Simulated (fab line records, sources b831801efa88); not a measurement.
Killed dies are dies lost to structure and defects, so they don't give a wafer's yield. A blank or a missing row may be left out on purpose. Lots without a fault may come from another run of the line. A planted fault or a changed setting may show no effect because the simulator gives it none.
A struck lot beside a sound one | flow sky130 | 18 steps out of a route of 708
Sound: wafers L923.2, L923.3, L923.6. Struck: wafers L932.2, L932.3. The cause comes at the end.
At each step with rows: each side's tool, then ch and its chambers, then its first start. Under that, the readings that differ: sound wafers | struck wafers | difference of the means | sigmas: that difference in standard deviations of wafers without a fault.
alike: readings whose means differ by less than 2 such deviations, and words and numbers that are the same on both sides. not compared: withheld readings, readings that some wafer has no value for, bounds like >300 that may hide the same value, and numbers for which the record gives no deviation and whose values overlap.
The two part at a step that has a row with sigmas, a row that says differs or no value, or rows on one side only. Numbers that don't overlap but have no deviation are shown without sigmas and don't part them. A reading that every wafer of one side lacks parts them only if that side has two wafers or more.

first, 3 steps without rows for these wafers: SKY_LI_CONTACT_EXPOSE_09 (exposes mask LICM1, target cd 170 nm); SKY_LI_CONTACT_PEB_10; SKY_LI_CONTACT_DEVELOP_11 (develop time 60 s).
SKY_LI_CONTACT_CD_MEAS_12: target cd 170 nm.
  sound on cd_sem-02, day 31 18:22; struck on cd_sem-02, day 34 11:37
  alike: cd_nm
SKY_LI_CONTACT_OVL_MEAS_13:
  sound on overlay-01, day 31 18:28; struck on overlay-02, day 34 11:43
  alike: LI_CONTACT_OVL
SKY_LI_CONTACT_ETCH_14: etches BARC in N2/H2, stops on SiO2, time 45.9 s, target depth 60 nm.
  sound on rie_diel-03 ch 0,2,3, day 31 18:30; struck on rie_diel-03 ch 2,3, day 34 11:44
  alike: chamber_pressure_mTorr, drypump_motor_current_A, oes_product_au, throttle_valve_pct
  not compared: rf_hours_counter_h
SKY_LI_CONTACT_ETCH_15: etches PSG in C4F8/O2/Ar, stops on Si, target depth 600 nm.
  sound on rie_diel-03 ch 0,2,3, day 31 18:33; struck on rie_diel-03 ch 2,3, day 34 11:47
  alike: chamber_pressure_mTorr, oes_product_au
SKY_LI_CONTACT_STRIP_16: strips in O2/N2.
  sound on plasma_asher-01 ch 0,1, day 31 18:38; struck on plasma_asher-02 ch 0, day 34 11:52
  reading               | sound             | struck      | difference | sigmas
  oes_product_au (a.u.) | 0.371 0.375 0.371 | 0.384 0.380 | +0.010     | +2
  alike: chamber_pressure_mTorr, drypump_motor_current_A, strip_time_to_endpoint_s
  not compared: rf_hours_counter_h
then, 2 steps without rows for these wafers: SKY_LI_CONTACT_CLEAN_17 (cleans in NMP, time 600 s); SKY_LI_CONTACT_PRE_CLEAN_18 (time 5.6 s).
SKY_LI_CONTACT_SPUTTER_19: material Ti, target thk 20 nm, time 106.37 s.
  sound on pvd_sputter-01, day 31 18:56; struck on pvd_sputter-04, day 34 12:10
  alike: substrate_temp_c, throttle_valve_pct
SKY_LI_CONTACT_SPUTTER_20: material TiN, target thk 20 nm, time 80 s.
  sound on pvd_sputter-01, day 31 19:00; struck on pvd_sputter-04, day 34 12:14
  alike: throttle_valve_pct
SKY_LI_CONTACT_CVD_21: deposits W, target thk 400 nm, time 120.56 s.
  sound on cvd_w-01 ch 0, day 31 19:04; struck on cvd_w-01 ch 0,1, day 34 12:18
  reading                                  | sound             | struck    | difference | sigmas
  model.W_of_LI_CONTACT_CVD_21.thk_nm (nm) | 402.7 400.5 404.1 | 278.8 276 | -125.0     |
  alike: heater_power_outer_w, heater_power_w
SKY_LI_CONTACT_RS_MEAS_22: measures by four-point-probe.
  sound on film_metro-03, day 31 19:13; struck on film_metro-01, day 34 12:27
  reading                  | sound                | struck        | difference | sigmas
  LI_CONTACT_W_RS (ohm/sq) | 0.2840 0.2849 0.2823 | 0.4098 0.4121 | +0.1272    | +49
SKY_LI_CONTACT_THK_MEAS_23: measures by xrf.
  sound on film_metro-03, day 31 19:19; struck on film_metro-01, day 34 12:34
  reading               | sound       | struck  | difference | sigmas
  LI_CONTACT_W_THK (nm) | 411 411 415 | 279 277 | -134       | -22
SKY_LI_CONTACT_CMP_24: polishes, stops on PSG, t overpolish 20 s, target thk 0 nm.
  sound on cmp-02 ch 0,1, day 31 19:22; struck on cmp-01 ch 1,3, day 34 12:37
  reading                | sound      | struck | difference | sigmas
  time_to_endpoint_s (s) | 99 100 100 | 60 57  | -41        | -11
  alike: motor_current_A
then, 2 steps without rows for these wafers: SKY_LOCAL_INTERCONNECT_SPUTTER_00 (material TiN, target thk 100 nm, time 83.3 s); SKY_PAD_OPEN_PROBE_99.

WHERE THEY PART
First at SKY_LI_CONTACT_STRIP_16; last, within this record, at SKY_LI_CONTACT_CMP_24.

WHY: what the simulator had put in
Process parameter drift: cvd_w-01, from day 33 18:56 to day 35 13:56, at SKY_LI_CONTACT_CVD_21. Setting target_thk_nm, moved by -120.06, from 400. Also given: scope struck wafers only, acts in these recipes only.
